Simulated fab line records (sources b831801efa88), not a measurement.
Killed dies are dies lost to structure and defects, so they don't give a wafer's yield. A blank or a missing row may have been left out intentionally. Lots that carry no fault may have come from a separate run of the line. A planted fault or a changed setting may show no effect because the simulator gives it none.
Chamber matching + flow gf180mcu + 4 sister chambers for GF_V2_CMP_04 on cmp-01
The step polishes SiO2. 8 wafers are shown with their chamber, then 9 later ones without.

## WAFERS, EACH WITH ITS CHAMBER
| wafer  | chamber | motor current A (A) | time to endpoint s (s) |
|--------|---------|---------------------|------------------------|
| L843.5 | 0       | 12.2                | 93                     |
| L844.2 | 1       | 14.6                | 86                     |
| L847.4 | 2       | 10.5                | 92                     |
| L847.6 | 1       | 14.5                | 86                     |
| L850.5 | 0       | 12.2                | 76                     |
| L851.2 | 3       | 11.5                | 77                     |
| L851.5 | 3       | 11.5                | 84                     |
| L851.6 | 2       | 10.7                | 78                     |

## WAFERS WITHOUT THEIR CHAMBER
| wafer  | motor current A (A) | time to endpoint s (s) |
|--------|---------------------|------------------------|
| L862.1 | 12.1                | 81                     |
| L862.2 | 10.5                | 83                     |
| L862.6 | 10.9                | 78                     |
| L863.1 | 12.3                | 76                     |
| L863.3 | 10.6                | 73                     |
| L863.6 | 12.3                | 75                     |
| L864.1 | 12.6                | 74                     |
| L864.2 | 14.0                | 84                     |
| L864.4 | 11.9                | 83                     |

## THE CHAMBER EACH PASSED THROUGH
| wafer  | from the rows above     | in truth                   |
|--------|-------------------------|----------------------------|
| L862.1 | 0                       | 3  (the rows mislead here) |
| L862.2 | 2                       | 2                          |
| L862.6 | 2                       | 2                          |
| L863.1 | 0                       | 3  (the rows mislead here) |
| L863.3 | 2                       | 2                          |
| L863.6 | 0                       | 0                          |
| L864.1 | 0                       | 0                          |
| L864.2 | 1                       | 1                          |
| L864.4 | can't be placed: 0 or 3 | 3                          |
Correctly placed: 6 of 9. From these rows, 1 cannot be placed; in 1 the true chamber is one of the candidates. Wrongly placed: 2.
How it was worked out, from the rows above alone: a wafer's distance from a chamber is the root of the sum, over the readings, of the square of ((its reading less the chamber's mean) divided by the reading's scatter). The wafer belongs to the nearest chamber; if the next one is less than 2 further off, it can't be placed. The mean given for a chamber averages the wafers shown for that chamber. The scatter: take each reading less its chamber's mean, square it, sum over the shown wafers, divide by the number of wafers less the number of chambers, and take the root.
